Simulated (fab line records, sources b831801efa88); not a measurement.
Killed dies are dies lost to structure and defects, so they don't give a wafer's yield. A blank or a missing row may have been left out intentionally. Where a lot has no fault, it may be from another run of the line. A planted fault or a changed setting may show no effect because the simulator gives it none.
Check for tools in common ; flow gf180mcu ; 12 lots, 36 wafers sampled

== WHAT PROMPTED THE OPENING ==
2 of 12 lots carry a flag on the reading MVPSD_TW at GF_MVPSD_TW_MEAS_11. Wafers without a fault read 551.3, standard deviation 3.
Rule: a lot is flagged in two cases, either no wafer of it has a number, or all its wafers with numbers fall more than 4 standard deviations from that mean. As for the other lots, they are considered sound.

lot;measured;on;MVPSD_TW, wafer by wafer;flag
L223;day 5 03:13;film_metro-04;549.2 547.8 547.0;
L224;day 5 08:35;film_metro-01;550.2 552.5 554.6;
L225;day 5 13:02;film_metro-01;553.9 551.0 551.4;
L226;day 5 19:38;film_metro-03;558.3 554.9 556.5;
L227;day 6 05:48;film_metro-01;553.4 552.5 554.7;
L229;day 6 18:34;film_metro-04;547.5 546.8 550.3;
L230;day 7 00:18;film_metro-04;551.1 549.5 551.9;
L238;day 8 19:40;film_metro-03;607.1 609.3 609.4;FLAGGED
L239;day 9 02:43;film_metro-01;606.8 606.2 605.8;FLAGGED
L243;day 10 00:58;film_metro-04;551.2 548.7 547.6;
L244;day 10 05:35;film_metro-03;549.4 551.0 553.9;
L245;day 10 14:23;film_metro-04;546.6 549.4 546.2;
On average the flagged lots' numbers are 607.4, which is +56.1 against the usual, or +19 standard deviations.

== LOT BY LOT: THE TOOL USED ==
The record holds 1 process step before the reading, out of a route of 602 steps. Cell contents, in order: the tool; ch with the chambers the sampled wafers went through; the start.
lot;flag;GF_MVPSD_IMPLANT_08
L223;;implanter-01 ch 0, day 5 02:49
L224;;implanter-04 ch 0, day 5 08:11
L225;;implanter-01 ch 0, day 5 12:41
L226;;implanter-02 ch 0, day 5 19:15
L227;;implanter-04 ch 0, day 6 05:24
L229;;implanter-01 ch 0, day 6 18:12
L230;;implanter-02 ch 0, day 6 23:54
L238;FLAGGED;implanter-04 ch 0, day 8 19:18
L239;FLAGGED;implanter-04 ch 0, day 9 02:19
L243;;implanter-02 ch 0, day 10 00:34
L244;;implanter-01 ch 0, day 10 05:14
L245;;implanter-02 ch 0, day 10 14:02
What these steps do:
- GF_MVPSD_IMPLANT_08
- GF_MVPSD_TW_MEAS_11

== FLAGGED AGAINST TOTAL, ONE TOOL AT A TIME (gauges that did the reading follow at the end) ==
step;tool;lots run;flagged;share of the flagged lots;sound lots run after its first flagged lot
GF_MVPSD_IMPLANT_08;implanter-01;4;0;none;-
GF_MVPSD_IMPLANT_08;implanter-02;4;0;none;-
GF_MVPSD_IMPLANT_08;implanter-04;4;2;all;0
GF_MVPSD_TW_MEAS_11;film_metro-01;4;1;some;0
GF_MVPSD_TW_MEAS_11;film_metro-03;3;1;some;1 (L244)
GF_MVPSD_TW_MEAS_11;film_metro-04;5;0;none;-

== THE TABLE: WHAT IT ALLOWS ==
Rows of the table that ran each flagged lot: 1, that is implanter-04 at GF_MVPSD_IMPLANT_08.
- implanter-04 at GF_MVPSD_IMPLANT_08: 2 of its 4 lots flagged. A fault beginning between L227 (day 6 05:24), its last sound lot, and L238 (day 8 19:18), its first flagged one, fits the data. Its own readings (tilt_deg) fall more than 4 standard deviations out on all wafers of the flagged lots.
One tool is left: implanter-04 at GF_MVPSD_IMPLANT_08.

== WHAT WAS PUT IN BY THE SIMULATOR ==
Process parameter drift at GF_MVPSD_IMPLANT_08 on implanter-04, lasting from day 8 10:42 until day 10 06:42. From 0, the setting tilt_deg moved by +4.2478. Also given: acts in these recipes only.
Shown lots that were struck: L238, L239. The rule given above showed the same thing.
